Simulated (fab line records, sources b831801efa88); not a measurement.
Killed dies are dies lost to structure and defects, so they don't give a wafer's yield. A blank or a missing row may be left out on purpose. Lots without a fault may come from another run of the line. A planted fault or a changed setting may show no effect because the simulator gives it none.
Chamber matching | flow gf180mcu | GF_V1_CMP_04 on cmp-01: 4 sister chambers
The step polishes SiO2. 7 wafers are shown with their chamber, then 7 later ones without.

WAFERS WITH THEIR CHAMBER
wafer  | chamber | motor_current_A (A) | time_to_endpoint_s (s)
L243.3 | 1       | 12.1                | 82
L243.6 | 1       | 11.2                | 85
L244.2 | 2       | 13.1                | 83
L244.5 | 3       | 11.8                | 83
L244.6 | 2       | 13.9                | 81
L245.2 | 3       | 11.7                | 76
L245.4 | 0       | 10.7                | 81

WAFERS WITHOUT THEIR CHAMBER
wafer  | motor_current_A (A) | time_to_endpoint_s (s)
L245.6 | 11.5                | 82
L246.3 | 13.9                | 68
L246.4 | 10.9                | 70
L246.5 | 10.8                | 75
L247.1 | 10.0                | 76
L247.4 | 10.7                | 78
L247.5 | 10.0                | 79

WHICH CHAMBER EACH WENT THROUGH
wafer  | from the rows above          | in truth
L245.6 | can't be placed: 1 or 3 or 0 | 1
L246.3 | can't be placed: 2 or 3      | 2
L246.4 | can't be placed: 3 or 0 or 1 | 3
L246.5 | can't be placed: 0 or 3 or 1 | 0
L247.1 | can't be placed: 0 or 3 or 1 | 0
L247.4 | can't be placed: 0 or 3 or 1 | 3
L247.5 | 0                            | 0
Placed correctly: 1 of 7. Can't be placed from these rows: 6 (the true chamber is among the candidates in 6). Placed wrongly: 0.
How it was worked out, from the rows above alone: a wafer's distance from a chamber is the root of the sum, over the readings, of the square of ((its reading less the chamber's mean) divided by the reading's scatter). The wafer belongs to the nearest chamber; if the next one is less than 2 further off, it can't be placed. A chamber's mean is the mean of its shown wafers. The scatter: the root of (the sum of the squares of (reading less its chamber's mean) over the shown wafers, divided by (wafers less chambers)).
